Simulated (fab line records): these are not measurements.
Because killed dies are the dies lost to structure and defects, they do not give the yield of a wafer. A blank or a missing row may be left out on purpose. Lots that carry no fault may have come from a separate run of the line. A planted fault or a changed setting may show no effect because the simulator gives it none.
The tool behind it: which one? / flow sky130 / 18 wafers from 6 lots sampled at 4 of the route's 708 steps

WHAT THE GAUGES SHOWED, per wafer
SKY_VT_ADJUST_LVTN_TW_MEAS_21.
lot=L149; measured=day 8 23:14; on=film metro-03; VT_ADJUST_LVTN_2_TW=157.9 158.6 158.1
lot=L156; measured=day 11 03:56; on=film metro-02; VT_ADJUST_LVTN_2_TW=190.2 189.8 192.2
lot=L159; measured=day 11 23:25; on=film metro-02; VT_ADJUST_LVTN_2_TW=190.3 191.3 191.2
lot=L161; measured=day 12 14:14; on=film metro-03; VT_ADJUST_LVTN_2_TW=188.0 188.1 188.4
lot=L163; measured=day 13 01:43; on=film metro-03; VT_ADJUST_LVTN_2_TW=187.3 186.9 187.8
lot=L165; measured=day 13 20:07; on=film metro-04; VT_ADJUST_LVTN_2_TW=188.1 189.4 188.3

WHICH TOOL RAN EACH LOT (tool, then ch and the chambers of the sampled wafers, then the start)
lot=L149; SKY_NWELL_STRIP_25=plasma asher-01 ch 0,1, day 6 10:59; SKY_VT_ADJUST_HVTP_STRIP_10=plasma asher-01 ch 0,1, day 7 06:56; SKY_VT_ADJUST_LVTN_IMPLANT_19=implanter-01 ch 0, day 8 22:59
lot=L156; SKY_NWELL_STRIP_25=plasma asher-04 ch 0,1, day 8 07:26; SKY_VT_ADJUST_HVTP_STRIP_10=plasma asher-02 ch 0,1, day 9 05:40; SKY_VT_ADJUST_LVTN_IMPLANT_19=implanter-03 ch 0, day 11 03:41
lot=L159; SKY_NWELL_STRIP_25=plasma asher-01 ch 0,1, day 9 01:48; SKY_VT_ADJUST_HVTP_STRIP_10=plasma asher-02 ch 0,1, day 10 00:16; SKY_VT_ADJUST_LVTN_IMPLANT_19=implanter-03 ch 0, day 11 23:11
lot=L161; SKY_NWELL_STRIP_25=plasma asher-03 ch 0,1, day 9 15:04; SKY_VT_ADJUST_HVTP_STRIP_10=plasma asher-01 ch 0,1, day 10 14:58; SKY_VT_ADJUST_LVTN_IMPLANT_19=implanter-03 ch 0, day 12 14:02
lot=L163; SKY_NWELL_STRIP_25=plasma asher-03 ch 0,1, day 10 01:47; SKY_VT_ADJUST_HVTP_STRIP_10=plasma asher-02 ch 0,1, day 11 01:31; SKY_VT_ADJUST_LVTN_IMPLANT_19=implanter-01 ch 0, day 13 01:30
lot=L165; SKY_NWELL_STRIP_25=plasma asher-04 ch 0,1, day 10 16:35; SKY_VT_ADJUST_HVTP_STRIP_10=plasma asher-01 ch 1, day 11 17:07; SKY_VT_ADJUST_LVTN_IMPLANT_19=implanter-01 ch 0, day 13 19:53
- SKY_NWELL_STRIP_25: strips in O2/N2.
- SKY_VT_ADJUST_HVTP_STRIP_10: strips in O2/N2.
- SKY_VT_ADJUST_LVTN_IMPLANT_19

THE ANSWER, worked out from the rows above alone
Rule: the usual values come from the lots themselves. Put in order of their means at a reading, lots are off if they are a third of the lots or fewer, leave a main group of 4 or more, and stand apart from it by a gap of 3 or more times the standard deviation of the main group's means; of several such gaps the widest counts. A main group whose means are all the same, to the digits that the tables above print for the reading, isn't used. Also off: a lot with no number at a reading for which 4 or more lots have one. All remaining lots with rows at the step are treated as sound.
Off: at SKY_VT_ADJUST_LVTN_TW_MEAS_21 (VT_ADJUST_LVTN_2_TW), L149. The main group: mean 189.2, standard deviation 1.4.
If a tool, at a process step before that reading, ran all the lots that are off and no sound lot after the first of them, it fits. Those tools and the gauges at SKY_VT_ADJUST_LVTN_TW_MEAS_21 are tried in the same way. Not one of the candidates tried fits.

WHAT THE SIMULATOR HAD INSERTED
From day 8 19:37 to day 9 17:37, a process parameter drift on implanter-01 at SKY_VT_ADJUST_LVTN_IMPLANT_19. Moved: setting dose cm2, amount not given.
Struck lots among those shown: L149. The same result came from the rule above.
